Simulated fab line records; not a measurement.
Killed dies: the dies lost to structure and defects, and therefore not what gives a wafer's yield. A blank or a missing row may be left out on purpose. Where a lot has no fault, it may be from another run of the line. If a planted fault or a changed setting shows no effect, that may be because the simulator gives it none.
Which tool did it?	flow sky130	39 wafers from 13 lots sampled at 4 of the route's 708 steps

WHAT EACH GAUGE READ, for each wafer
The record holds no reading of a measuring or inspecting step that can be judged against a usual standard deviation.

WHICH TOOL RAN EACH LOT (tool, then ch and the chambers of the sampled wafers, then the start)
lot	SKY_SD_N_STRIP_11	SKY_LI_CONTACT_STRIP_16	SKY_LI_CONTACT_CVD_21	SKY_LOCAL_INTERCONNECT_SPUTTER_00
L291	plasmaAsher-02 ch 0,1, day 28 13:21	plasmaAsher-03 ch 0,1, day 29 20:02	cvdW-01 ch 1, day 29 20:28	pvdSputter-03, day 29 21:04
L292	plasmaAsher-02 ch 0,1, day 28 21:09	plasmaAsher-04 ch 0,1, day 30 03:50	cvdW-01 ch 0,1, day 30 04:16	pvdSputter-02, day 30 04:52
L293	plasmaAsher-03 ch 0,1, day 29 04:52	plasmaAsher-03 ch 0,1, day 30 11:16	cvdW-02 ch 1, day 30 11:44	pvdSputter-03, day 30 12:25
L294	plasmaAsher-02 ch 0,1, day 29 11:05	plasmaAsher-01 ch 0, day 30 17:22	cvdW-02 ch 1, day 30 17:47	pvdSputter-03, day 30 18:31
L297	plasmaAsher-02 ch 0,1, day 30 14:14	plasmaAsher-01 ch 0,1, day 31 19:13	cvdW-02 ch 0,1, day 31 19:40	pvdSputter-02, day 31 20:14
L298	plasmaAsher-03 ch 0,1, day 31 08:33	plasmaAsher-01 ch 0,1, day 32 12:46	cvdW-01 ch 1, day 32 13:11	pvdSputter-04, day 32 13:47
L299	plasmaAsher-02 ch 0,1, day 32 01:50	plasmaAsher-04 ch 0,1, day 33 08:49	cvdW-01 ch 0,1, day 33 09:14	pvdSputter-03, day 33 09:51
L300	plasmaAsher-03 ch 0,1, day 32 07:30	plasmaAsher-01 ch 0, day 33 11:13	cvdW-01 ch 0, day 33 11:39	pvdSputter-03, day 33 12:16
L301	plasmaAsher-02 ch 0,1, day 32 12:32	plasmaAsher-04 ch 0,1, day 33 16:25	cvdW-01 ch 0, day 33 17:03	pvdSputter-04, day 33 17:47
L305	plasmaAsher-03 ch 0,1, day 33 09:08	plasmaAsher-03 ch 0,1, day 34 12:22	cvdW-02 ch 0,1, day 34 12:48	pvdSputter-03, day 34 13:22
L308	plasmaAsher-02 ch 0,1, day 34 01:42	plasmaAsher-03 ch 0,1, day 35 05:38	cvdW-02 ch 1, day 35 06:06	pvdSputter-02, day 35 06:47
L310	plasmaAsher-04 ch 1, day 34 10:24	plasmaAsher-03 ch 0,1, day 35 14:26	cvdW-02 ch 0,1, day 35 14:53	pvdSputter-03, day 35 15:30
L314	plasmaAsher-02 ch 0,1, day 35 19:53	plasmaAsher-03 ch 0,1, day 36 23:35	cvdW-02 ch 0, day 37 00:01	pvdSputter-02, day 37 00:37
- SKY_SD_N_STRIP_11: strips in O2/N2.
- SKY_LI_CONTACT_STRIP_16: strips in O2/N2.
- SKY_LI_CONTACT_CVD_21: deposits W, target thk 400 nm, time 120.56 s.
- SKY_LOCAL_INTERCONNECT_SPUTTER_00: material TiN, target thk 100 nm, time 83.3 s.

AS READ BY THE TOOLS THEMSELVES (means over the sampled wafers that have a number; for cases with no such wafer, the mark the record gives instead)
SKY_SD_N_STRIP_11. Usual: chamberPressureMTorr 1499.9 mTorr, standard deviation 1.5; drypumpMotorCurrentA 5.9 A, standard deviation 0.57; n2FlowSccm 300.3 sccm, standard deviation 0.79; oesProductAu 0.527 a.u., standard deviation 0.0046; stripTimeToEndpointS 22.55 s, standard deviation 0.04.
lot	tool	chamberPressureMTorr (mTorr)	drypumpMotorCurrentA (A)	n2FlowSccm (sccm)	oesProductAu (a.u.)	stripTimeToEndpointS (s)	flag
L291	plasmaAsher-02	1499.4	6.1	299.7	0.526	22.53	
L292	plasmaAsher-02	1501.0	5.6	300.7	0.530	22.53	
L293	plasmaAsher-03	1499.8	5.9	300.5	0.525	22.56	
L294	plasmaAsher-02	1500.8	5.6	300.6	0.532	22.55	
L297	plasmaAsher-02	1498.5	6.1	300.3	0.524	22.58	
L298	plasmaAsher-03	1500.3	5.8	300.5	0.531	22.54	
L299	plasmaAsher-02	1500.2	5.6	300.8	0.529	22.49	
L300	plasmaAsher-03	1498.8	6.0	300.9	0.527	22.55	
L301	plasmaAsher-02	1498.5	5.6	300.8	0.530	22.58	
L305	plasmaAsher-03	1501.9	5.9	299.4	0.528	22.51	
L308	plasmaAsher-02	1500.8	6.1	300.4	0.529	22.57	
L310	plasmaAsher-04	1501.1	6.0	299.8	0.525	22.50	
L314	plasmaAsher-02	1500.2	6.1	300.2	0.525	22.57	

SKY_LI_CONTACT_STRIP_16. Usual: chamberPressureMTorr 1499.9 mTorr, standard deviation 1.3; drypumpMotorCurrentA 6.1 A, standard deviation 0.32; n2FlowSccm 300.1 sccm, standard deviation 0.97; oesProductAu 0.375 a.u., standard deviation 0.0048; stripTimeToEndpointS 3.493 s, standard deviation 0.03.
lot	tool	chamberPressureMTorr (mTorr)	drypumpMotorCurrentA (A)	n2FlowSccm (sccm)	oesProductAu (a.u.)	stripTimeToEndpointS (s)	flag
L291	plasmaAsher-03	1500.0	5.9	299.4	0.372	3.511	
L292	plasmaAsher-04	1499.8	6.2	299.8	0.372	3.497	
L293	plasmaAsher-03	1500.7	5.8	300.8	0.380	3.503	
L294	plasmaAsher-01	1499.7	6.4	301.1	0.375	3.508	
L297	plasmaAsher-01	1500.4	6.2	299.0	0.380	3.527	
L298	plasmaAsher-01	1499.3	6.2	300.1	0.376	3.474	
L299	plasmaAsher-04	1500.7	6.3	299.7	0.375	3.509	
L300	plasmaAsher-01	1499.7	6.5	299.6	0.379	3.519	
L301	plasmaAsher-04	1500.6	6.4	300.8	0.374	3.476	
L305	plasmaAsher-03	1499.6	6.0	300.4	0.373	3.488	
L308	plasmaAsher-03	1501.2	6.0	300.1	0.377	3.492	
L310	plasmaAsher-03	1498.6	6.0	301.1	0.379	3.482	
L314	plasmaAsher-03	1499.7	5.8	299.6	0.375	3.493	

SKY_LI_CONTACT_CVD_21. Usual: heaterPowerW reads 818 W (standard deviation 57).
lot	tool	heaterPowerW (W)	flag
L291	cvdW-01	728	
L292	cvdW-01	810	
L293	cvdW-02	843	
L294	cvdW-02	855	
L297	cvdW-02	829	
L298	cvdW-01	730	
L299	cvdW-01	768	
L300	cvdW-01	868	
L301	cvdW-01	864	
L305	cvdW-02	834	
L308	cvdW-02	866	
L310	cvdW-02	831	
L314	cvdW-02	785	

SKY_LOCAL_INTERCONNECT_SPUTTER_00. Usual: cathodeDcPowerW 6500.0 W, standard deviation 1.2; throttleValvePct 30.2 %, standard deviation 0.79.
lot	tool	cathodeDcPowerW (W)	throttleValvePct (%)	flag
L291	pvdSputter-03	6498.6	30.5	
L292	pvdSputter-02	6499.7	30.2	
L293	pvdSputter-03	6500.2	30.0	
L294	pvdSputter-03	6500.4	30.1	
L297	pvdSputter-02	6501.1	29.5	
L298	pvdSputter-04	6499.5	30.3	
L299	pvdSputter-03	6500.3	30.5	
L300	pvdSputter-03	6499.2	30.6	
L301	pvdSputter-04	6500.5	30.0	
L305	pvdSputter-03	6500.7	30.6	
L308	pvdSputter-02	6499.9	30.4	
L310	pvdSputter-03	6585.3	30.1	OFF
L314	pvdSputter-02	6500.2	30.2	

THE ANSWER, worked out from the rows above alone
Rule: a lot counts as off when the mean over its wafers that have a number is more than 3 standard deviations away from the usual mean. A lot without any number at a reading at which 4 lots or more have one is off too. Any other lot the step has rows for is counted as sound. Order of review: gauges by route order, followed by the tools' own readings, for which a lot's mean as printed above is used. At the first step where some lot is off, the reading lying furthest off is the one used; lots without a number count as furthest.
Off: L310, at SKY_LOCAL_INTERCONNECT_SPUTTER_00 (cathodeDcPowerW).
A tool fits if, at that step or a process step before it, it ran every lot that is off, and no sound lot after the first of them. Can't be told from this: 2 tools fit, plasmaAsher-04 at SKY_SD_N_STRIP_11, pvdSputter-03 at SKY_LOCAL_INTERCONNECT_SPUTTER_00.

WHAT THE SIMULATOR HAD PUT IN
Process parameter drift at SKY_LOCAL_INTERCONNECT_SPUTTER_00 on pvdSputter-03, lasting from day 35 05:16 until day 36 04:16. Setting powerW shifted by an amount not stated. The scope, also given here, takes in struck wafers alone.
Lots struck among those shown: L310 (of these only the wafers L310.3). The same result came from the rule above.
